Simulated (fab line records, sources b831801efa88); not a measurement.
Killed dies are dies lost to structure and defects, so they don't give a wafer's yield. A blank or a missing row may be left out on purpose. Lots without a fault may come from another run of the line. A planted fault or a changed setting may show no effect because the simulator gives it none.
Which tool did it? | flow sky130 | 11 lots, 33 wafers sampled, at 6 steps of a route of 708

WHAT THE GAUGES READ, wafer by wafer
The record holds no reading of a measuring or inspecting step that can be judged against a usual standard deviation.

WHICH TOOL RAN EACH LOT (tool, then ch and the chambers of the sampled wafers, then the start)
lot  | SKY_RES_PROTECT_COAT_02           | SKY_RES_PROTECT_STRIP_07             | SKY_CONTACT_CVD_00              | SKY_CONTACT_CMP_04            | SKY_METAL1_ETCH_18                | SKY_PAD_OPEN_PROBE_99
L299 | litho_track-01 ch 0, day 15 16:10 | plasma_asher-01 ch 0,1, day 16 06:34 | pecvd-03 ch 0,1, day 31 10:35   | cmp-01 ch 2,3, day 31 10:49   | rie_metal-01 ch 0,1, day 33 18:47 | -
L304 | litho_track-03 ch 0, day 17 16:52 | plasma_asher-01 ch 0,1, day 18 08:02 | pecvd-01 ch 1,2, day 33 14:29   | cmp-01 ch 0,1,2, day 33 14:46 | rie_metal-02 ch 0,1, day 35 21:39 | prober-02, day 48 02:35
L306 | litho_track-03 ch 0, day 18 08:11 | plasma_asher-02 ch 0, day 18 23:47   | pecvd-02 ch 0,2, day 34 03:40   | cmp-02 ch 0,3, day 34 03:53   | rie_metal-01 ch 0,1, day 36 11:02 | prober-01, day 48 16:34
L307 | litho_track-02 ch 0, day 18 08:16 | plasma_asher-03 ch 0,1, day 18 23:50 | pecvd-03 ch 1,2, day 34 02:43   | cmp-01 ch 0,1, day 34 02:56   | rie_metal-02 ch 0,1, day 36 10:43 | -
L309 | litho_track-03 ch 0, day 19 13:38 | plasma_asher-03 ch 0,1, day 20 04:47 | pecvd-01 ch 0,1,2, day 35 04:38 | cmp-02 ch 0,3, day 35 04:54   | rie_metal-02 ch 0,1, day 37 11:46 | prober-01, day 49 08:27
L313 | litho_track-03 ch 0, day 20 17:22 | plasma_asher-02 ch 0,1, day 21 09:23 | pecvd-01 ch 0,1,2, day 36 02:19 | cmp-02 ch 0,2,3, day 36 02:32 | rie_metal-02 ch 0,1, day 38 08:15 | -
L314 | litho_track-03 ch 0, day 21 03:49 | plasma_asher-01 ch 0,1, day 21 19:14 | pecvd-03 ch 0,1,2, day 36 08:05 | cmp-02 ch 0,3, day 36 08:17   | rie_metal-03 ch 0,1, day 38 14:07 | -
L315 | litho_track-03 ch 0, day 21 19:11 | plasma_asher-03 ch 0,1, day 22 10:19 | pecvd-01 ch 1,2, day 36 19:43   | cmp-01 ch 1,2,3, day 36 19:56 | rie_metal-03 ch 0,1, day 39 01:34 | -
L316 | litho_track-02 ch 0, day 22 05:37 | plasma_asher-02 ch 0,1, day 22 20:55 | pecvd-01 ch 0,1, day 37 08:24   | cmp-02 ch 0,3, day 37 08:37   | rie_metal-01 ch 1, day 39 13:43   | -
L317 | litho_track-02 ch 0, day 22 08:04 | plasma_asher-02 ch 0,1, day 22 22:44 | pecvd-02 ch 0,1,2, day 37 11:01 | cmp-02 ch 1,2,3, day 37 11:14 | rie_metal-02 ch 0,1, day 39 16:49 | -
L319 | litho_track-02 ch 0, day 22 16:02 | plasma_asher-02 ch 0,1, day 23 07:19 | pecvd-03 ch 0,1,2, day 37 14:12 | cmp-01 ch 0,1,2, day 37 14:25 | rie_metal-01 ch 1, day 39 19:36   | -
- SKY_RES_PROTECT_COAT_02: resist thk 1140 nm.
- SKY_RES_PROTECT_STRIP_07: strips in O2/N2.
- SKY_CONTACT_CVD_00: deposits Si3N4, target thk 75 nm.
- SKY_CONTACT_CMP_04: polishes SiO2.
- SKY_METAL1_ETCH_18: etches BARC in N2/H2, stops on SiO2, time 45.9 s, target depth 60 nm.
- SKY_PAD_OPEN_PROBE_99

WHAT THE TOOLS THEMSELVES READ (means of the sampled wafers that have a number; where no wafer has one, the mark that the record gives instead)
SKY_RES_PROTECT_COAT_02. Usual: spin_speed_rpm 3000.5 rpm, standard deviation 1.8.
lot  | tool           | spin_speed_rpm (rpm) | flag
L299 | litho_track-01 | 3001.4               |
L304 | litho_track-03 | 2999.3               |
L306 | litho_track-03 | 2999.8               |
L307 | litho_track-02 | 3000.9               |
L309 | litho_track-03 | 3004.0               |
L313 | litho_track-03 | 2803.4               | OFF
L314 | litho_track-03 | 2801.1               | OFF
L315 | litho_track-03 | 2802.8               | OFF
L316 | litho_track-02 | 2999.9               |
L317 | litho_track-02 | 2999.2               |
L319 | litho_track-02 | 2998.5               |

SKY_RES_PROTECT_STRIP_07. Usual: drypump_motor_current_A 5.5 A, standard deviation 0.55; oes_product_au 0.518 a.u., standard deviation 0.0046; strip_time_to_endpoint_s 23.31 s, standard deviation 0.04.
lot  | tool            | drypump_motor_current_A (A) | oes_product_au (a.u.) | strip_time_to_endpoint_s (s) | flag
L299 | plasma_asher-01 | 6.4                         | 0.514                 | 23.32                        |
L304 | plasma_asher-01 | 6.1                         | 0.518                 | 23.31                        |
L306 | plasma_asher-02 | 5.3                         | 0.523                 | 23.35                        |
L307 | plasma_asher-03 | 5.5                         | 0.518                 | 23.27                        |
L309 | plasma_asher-03 | 5.4                         | 0.518                 | 23.34                        |
L313 | plasma_asher-02 | 5.2                         | 0.521                 | 23.68                        | OFF
L314 | plasma_asher-01 | 6.1                         | 0.520                 | 23.71                        | OFF
L315 | plasma_asher-03 | 5.4                         | 0.523                 | 23.74                        | OFF
L316 | plasma_asher-02 | 5.1                         | 0.519                 | 23.33                        |
L317 | plasma_asher-02 | 5.2                         | 0.520                 | 23.28                        |
L319 | plasma_asher-02 | 5.2                         | 0.517                 | 23.34                        |

SKY_CONTACT_CVD_00. Usual: heater_power_outer_w 431 W, standard deviation 49; heater_power_w 713 W, standard deviation 71.
lot  | tool     | heater_power_outer_w (W) | heater_power_w (W) | flag
L299 | pecvd-03 | 395                      | 695                |
L304 | pecvd-01 | 510                      | 788                |
L306 | pecvd-02 | 464                      | 706                |
L307 | pecvd-03 | 407                      | 739                |
L309 | pecvd-01 | 425                      | 685                |
L313 | pecvd-01 | 447                      | 702                |
L314 | pecvd-03 | 403                      | 710                |
L315 | pecvd-01 | 467                      | 743                |
L316 | pecvd-01 | 432                      | 682                |
L317 | pecvd-02 | 438                      | 722                |
L319 | pecvd-03 | 401                      | 721                |

SKY_CONTACT_CMP_04. Usual: edge_zone_pressure_frac 1.000, standard deviation 0.005; motor_current_A 11.4 A, standard deviation 1; platen_rpm 60.01 rpm, standard deviation 0.041; time_to_endpoint_s 81.7 s, standard deviation 2.8.
lot  | tool   | edge_zone_pressure_frac | motor_current_A (A) | platen_rpm (rpm) | time_to_endpoint_s (s) | flag
L299 | cmp-01 | 0.997                   | 10.7                | 60.01            | 81.9                   |
L304 | cmp-01 | 0.999                   | 11.5                | 59.96            | 80.2                   |
L306 | cmp-02 | 1.003                   | 11.6                | 60.01            | 83.3                   |
L307 | cmp-01 | 1.001                   | 12.1                | 60.01            | 81.8                   |
L309 | cmp-02 | 1.000                   | 11.3                | 60.01            | 80.9                   |
L313 | cmp-02 | 1.009                   | 11.1                | 59.97            | 79.5                   |
L314 | cmp-02 | 1.000                   | 11.8                | 60.00            | 79.8                   |
L315 | cmp-01 | 1.000                   | 11.0                | 60.00            | 88.0                   |
L316 | cmp-02 | 1.001                   | 11.8                | 60.00            | 79.8                   |
L317 | cmp-02 | 1.000                   | 11.6                | 59.98            | 82.1                   |
L319 | cmp-01 | 0.998                   | 12.0                | 60.04            | 80.9                   |

SKY_METAL1_ETCH_18. Usual: drypump_motor_current_A 5.6 A, standard deviation 0.56; he_backside_leak_sccm 3.5 sccm, standard deviation 0.32; oes_product_au 0.855 a.u., standard deviation 0.0048; throttle_valve_pct 13.225 %, standard deviation 0.01.
lot  | tool         | drypump_motor_current_A (A) | he_backside_leak_sccm (sccm) | oes_product_au (a.u.) | throttle_valve_pct (%) | flag
L299 | rie_metal-01 | 5.9                         | 3.6                          | 0.855                 | 13.217                 |
L304 | rie_metal-02 | 5.3                         | 3.3                          | 0.848                 | 13.225                 |
L306 | rie_metal-01 | 5.9                         | 3.5                          | 0.853                 | 13.228                 |
L307 | rie_metal-02 | 5.3                         | 3.5                          | 0.851                 | 13.226                 |
L309 | rie_metal-02 | 5.3                         | 3.4                          | 0.860                 | 13.218                 |
L313 | rie_metal-02 | 5.4                         | 3.3                          | 0.855                 | 13.231                 |
L314 | rie_metal-03 | 6.0                         | 3.4                          | 0.858                 | 13.225                 |
L315 | rie_metal-03 | 5.8                         | 3.5                          | 0.852                 | 13.225                 |
L316 | rie_metal-01 | 4.9                         | 3.6                          | 0.856                 | 13.223                 |
L317 | rie_metal-02 | 5.4                         | 3.3                          | 0.855                 | 13.225                 |
L319 | rie_metal-01 | 4.9                         | 3.5                          | 0.856                 | 13.217                 |

SKY_PAD_OPEN_PROBE_99. Usual: killed_at_M0_to_M3 44, standard deviation 7.2; killed_at_M4_up 2.9, standard deviation 1.8; killed_at_contacts 24, standard deviation 5.6; killed_at_front_end 15, standard deviation 4.2; killed_at_other 0.4, standard deviation 0.71; killed_dies 86, standard deviation 9.2; killed_on_rim 16, standard deviation 3.6; killed_open 47, standard deviation 7.2; killed_short 39, standard deviation 5.7.
lot  | tool      | killed_at_M0_to_M3 | killed_at_M4_up | killed_at_contacts | killed_at_front_end | killed_at_other | killed_dies | killed_on_rim | killed_open | killed_short | flag
L304 | prober-02 | 42                 | 3.0             | 25                 | 12                  | 0.3             | 82          | 16            | 45          | 38           |
L306 | prober-01 | 49                 | 2.3             | 30                 | 17                  | 0.0             | 98          | 20            | 56          | 41           |
L309 | prober-01 | 45                 | 3.3             | 25                 | 16                  | 0.3             | 90          | 16            | 51          | 39           |

THE ANSWER, worked out from the rows above alone
Rule: a lot is off if the mean of its wafers that have a number lies more than 3 standard deviations from the usual mean. A lot without any number at a reading at which 4 lots or more have one is off too. The other lots that the step has rows for count as sound. The gauges are gone through in route order, then the tools' own readings, and for those a lot's mean is taken as printed above. The first step at which some lot is off is used, and at that step the reading that is off furthest; a lot without a number counts as furthest.
Off: L313, L314, L315, at SKY_RES_PROTECT_COAT_02 (spin_speed_rpm).
A tool fits if, at that step or a process step before it, it ran every lot that is off, and no sound lot after the first of them. One fits: litho_track-03 at SKY_RES_PROTECT_COAT_02. Its last sound lot is L309 (day 19 13:38), its first lot that is off L313 (day 20 17:22): a fault that began between those two fits.
The tool's own readings at SKY_RES_PROTECT_COAT_02 bear it out: on the lots that are off they differ by more than 5 times the standard deviation of the sound lots' means. spin_speed_rpm reads 2802.4 rpm there against 3000.4 rpm on the sound lots.

WHAT THE SIMULATOR HAD PUT IN
Process parameter drift: litho_track-03, from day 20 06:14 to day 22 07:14, at SKY_RES_PROTECT_COAT_02. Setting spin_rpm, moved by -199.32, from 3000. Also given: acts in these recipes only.
Lots struck among those shown: L313, L314, L315. The rule above found the same.
